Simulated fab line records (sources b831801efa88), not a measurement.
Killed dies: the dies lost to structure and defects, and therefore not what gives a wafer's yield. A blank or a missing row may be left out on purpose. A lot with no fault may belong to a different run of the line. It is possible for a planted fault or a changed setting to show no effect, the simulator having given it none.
Which tool did it? / flow gf180mcu / 33 wafers from 11 lots sampled at 3 of the route's 602 steps

## WHAT THE GAUGES SHOWED, per wafer
GF_PSD_RS_MEAS_14: a four-point-probe measurement. Usual: for NSD_RS the level is 46.14 ohm/sq and the standard deviation is 0.09.
lot=L380; measured=day 14 03:31; on=film-metro-02; NSD_RS (ohm/sq)=46.16 46.21 46.21; flag=
lot=L383; measured=day 15 06:02; on=film-metro-04; NSD_RS (ohm/sq)=46.13 46.05 46.12; flag=
lot=L384; measured=day 15 10:32; on=film-metro-01; NSD_RS (ohm/sq)=46.03 46.01 46.00; flag=
lot=L385; measured=day 16 00:24; on=film-metro-04; NSD_RS (ohm/sq)=46.09 46.17 46.14; flag=
lot=L389; measured=day 17 14:54; on=film-metro-01; NSD_RS (ohm/sq)=46.04 46.14 46.13; flag=
lot=L390; measured=day 17 23:22; on=film-metro-04; NSD_RS (ohm/sq)=46.14 46.20 46.15; flag=
lot=L394; measured=day 18 23:16; on=film-metro-02; NSD_RS (ohm/sq)=46.25 46.27 46.13; flag=
lot=L400; measured=day 21 11:06; on=film-metro-04; NSD_RS (ohm/sq)=44.35 44.15 44.26 44.17 44.12 44.30; flag=OFF
lot=L401; measured=day 21 18:31; on=film-metro-04; NSD_RS (ohm/sq)=44.39 44.50 44.30 44.23 44.50 44.31; flag=OFF
lot=L402; measured=day 22 00:35; on=film-metro-02; NSD_RS (ohm/sq)=46.19 46.12 46.19; flag=
lot=L403; measured=day 22 05:16; on=film-metro-01; NSD_RS (ohm/sq)=46.03 46.05 46.10; flag=

## WHICH TOOL RAN EACH LOT (tool, then ch and the chambers of the sampled wafers, then the start)
lot=L380; GF_NSD_IMPLANT_09=implanter-03 ch 0, day 13 07:24; GF_NSD_STRIP_11=plasma-asher-03 ch 0,1, day 13 07:41
lot=L383; GF_NSD_IMPLANT_09=implanter-03 ch 0, day 14 09:01; GF_NSD_STRIP_11=plasma-asher-03 ch 0,1, day 14 09:17
lot=L384; GF_NSD_IMPLANT_09=implanter-03 ch 0, day 14 12:53; GF_NSD_STRIP_11=plasma-asher-04 ch 0, day 14 13:10
lot=L385; GF_NSD_IMPLANT_09=implanter-03 ch 0, day 15 02:11; GF_NSD_STRIP_11=plasma-asher-04 ch 0,1, day 15 02:28
lot=L389; GF_NSD_IMPLANT_09=implanter-03 ch 0, day 16 14:59; GF_NSD_STRIP_11=plasma-asher-03 ch 0,1, day 16 15:16
lot=L390; GF_NSD_IMPLANT_09=implanter-03 ch 0, day 16 23:07; GF_NSD_STRIP_11=plasma-asher-04 ch 0,1, day 16 23:25
lot=L394; GF_NSD_IMPLANT_09=implanter-03 ch 0, day 17 22:49; GF_NSD_STRIP_11=plasma-asher-02 ch 0,1, day 17 23:07
lot=L400; GF_NSD_IMPLANT_09=implanter-03 ch 0, day 20 10:52; GF_NSD_STRIP_11=plasma-asher-02 ch 0,1, day 20 11:10
lot=L401; GF_NSD_IMPLANT_09=implanter-03 ch 0, day 20 17:34; GF_NSD_STRIP_11=plasma-asher-03 ch 0,1, day 20 17:52
lot=L402; GF_NSD_IMPLANT_09=implanter-02 ch 0, day 21 00:35; GF_NSD_STRIP_11=plasma-asher-04 ch 0,1, day 21 00:52
lot=L403; GF_NSD_IMPLANT_09=implanter-04 ch 0, day 21 04:56; GF_NSD_STRIP_11=plasma-asher-03 ch 0,1, day 21 05:11
- GF_NSD_IMPLANT_09
- GF_NSD_STRIP_11: strips in O2/N2.

## WHAT THE TOOLS THEMSELVES READ (means of the sampled wafers that have a number; where no wafer has one, the mark that the record gives instead)
GF_NSD_IMPLANT_09. Usual: beam-on-s 19.6 s, standard deviation 1.5; dose-ions-cm2 3.999e+15, standard deviation 4.3e+12.
lot=L380; tool=implanter-03; beam-on-s (s)=21.3; dose-ions-cm2=3.993e+15; flag=
lot=L383; tool=implanter-03; beam-on-s (s)=21.2; dose-ions-cm2=3.999e+15; flag=
lot=L384; tool=implanter-03; beam-on-s (s)=21.3; dose-ions-cm2=4.002e+15; flag=
lot=L385; tool=implanter-03; beam-on-s (s)=21.4; dose-ions-cm2=4.006e+15; flag=
lot=L389; tool=implanter-03; beam-on-s (s)=20.7; dose-ions-cm2=3.998e+15; flag=
lot=L390; tool=implanter-03; beam-on-s (s)=21.1; dose-ions-cm2=4.000e+15; flag=
lot=L394; tool=implanter-03; beam-on-s (s)=21.3; dose-ions-cm2=3.999e+15; flag=
lot=L400; tool=implanter-03; beam-on-s (s)=37.0; dose-ions-cm2=6.999e+15; flag=OFF
lot=L401; tool=implanter-03; beam-on-s (s)=36.9; dose-ions-cm2=6.999e+15; flag=OFF
lot=L402; tool=implanter-02; beam-on-s (s)=18.5; dose-ions-cm2=4.004e+15; flag=
lot=L403; tool=implanter-04; beam-on-s (s)=18.1; dose-ions-cm2=3.997e+15; flag=

GF_NSD_STRIP_11. Usual: drypump-motor-current-A 5.7 A, standard deviation 0.35; heater-power-w 336 W, standard deviation 34; o2-flow-sccm 3001 sccm, standard deviation 7.9; oes-product-au 0.488 a.u., standard deviation 0.0045; strip-time-to-endpoint-s 22.95 s, standard deviation 0.047.
lot=L380; tool=plasma-asher-03; drypump-motor-current-A (A)=5.4; heater-power-w (W)=332; o2-flow-sccm (sccm)=3005; oes-product-au (a.u.)=0.489; strip-time-to-endpoint-s (s)=23.04; flag=
lot=L383; tool=plasma-asher-03; drypump-motor-current-A (A)=5.4; heater-power-w (W)=333; o2-flow-sccm (sccm)=3002; oes-product-au (a.u.)=0.490; strip-time-to-endpoint-s (s)=22.98; flag=
lot=L384; tool=plasma-asher-04; drypump-motor-current-A (A)=5.9; heater-power-w (W)=387; o2-flow-sccm (sccm)=3003; oes-product-au (a.u.)=0.487; strip-time-to-endpoint-s (s)=22.92; flag=
lot=L385; tool=plasma-asher-04; drypump-motor-current-A (A)=6.0; heater-power-w (W)=356; o2-flow-sccm (sccm)=2990; oes-product-au (a.u.)=0.485; strip-time-to-endpoint-s (s)=22.92; flag=
lot=L389; tool=plasma-asher-03; drypump-motor-current-A (A)=5.4; heater-power-w (W)=354; o2-flow-sccm (sccm)=2995; oes-product-au (a.u.)=0.487; strip-time-to-endpoint-s (s)=22.92; flag=
lot=L390; tool=plasma-asher-04; drypump-motor-current-A (A)=6.0; heater-power-w (W)=353; o2-flow-sccm (sccm)=3002; oes-product-au (a.u.)=0.485; strip-time-to-endpoint-s (s)=22.95; flag=
lot=L394; tool=plasma-asher-02; drypump-motor-current-A (A)=5.7; heater-power-w (W)=308; o2-flow-sccm (sccm)=2997; oes-product-au (a.u.)=0.489; strip-time-to-endpoint-s (s)=22.99; flag=
lot=L400; tool=plasma-asher-02; drypump-motor-current-A (A)=6.0; heater-power-w (W)=321; o2-flow-sccm (sccm)=2998; oes-product-au (a.u.)=0.479; strip-time-to-endpoint-s (s)=24.00; flag=OFF
lot=L401; tool=plasma-asher-03; drypump-motor-current-A (A)=5.4; heater-power-w (W)=335; o2-flow-sccm (sccm)=2999; oes-product-au (a.u.)=0.477; strip-time-to-endpoint-s (s)=24.00; flag=OFF
lot=L402; tool=plasma-asher-04; drypump-motor-current-A (A)=6.0; heater-power-w (W)=354; o2-flow-sccm (sccm)=2994; oes-product-au (a.u.)=0.482; strip-time-to-endpoint-s (s)=23.01; flag=
lot=L403; tool=plasma-asher-03; drypump-motor-current-A (A)=5.4; heater-power-w (W)=340; o2-flow-sccm (sccm)=3004; oes-product-au (a.u.)=0.491; strip-time-to-endpoint-s (s)=23.00; flag=

## THE ANSWER, worked out from the rows above alone
Rule: lot off if the mean of its wafers having a number is beyond 3 standard deviations from the usual mean. A lot without any number at a reading at which 4 lots or more have one is off too. All remaining lots with rows at the step are treated as sound. Order of review: gauges by route order, followed by the tools' own readings, for which a lot's mean as printed above is used. At the first step where some lot is off, the reading lying furthest off is the one used; lots without a number count as furthest.
Off: L400, L401, at GF_PSD_RS_MEAS_14 (NSD_RS).
A tool fits if, at a process step before that reading, it ran every lot that is off, and no sound lot after the first of them. Not tried: the gauges at GF_PSD_RS_MEAS_14; whatever is off there is also off at GF_NSD_IMPLANT_09, on other tools, and gauge error can't account for it. One fits: GF_NSD_IMPLANT_09 on implanter-03. A fault onset in the window from L394 (day 17 22:49, its last sound lot) to L400 (day 20 10:52, its first lot off) fits.
The tool's own readings at GF_NSD_IMPLANT_09 bear it out: on the lots that are off they differ by more than 5 times the standard deviation of the sound lots' means. beam-on-s reads 37.0 s there against 20.5 s on the sound lots; dose-ions-cm2 reads 6.999e+15 there against 4.000e+15 on the sound lots.

## WHAT THE SIMULATOR PUT IN
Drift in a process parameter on implanter-03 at GF_NSD_IMPLANT_09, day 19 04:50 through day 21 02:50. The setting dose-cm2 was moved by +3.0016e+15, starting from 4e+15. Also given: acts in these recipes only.
Shown lots that were struck: L400, L401. Same finding as the rule above.
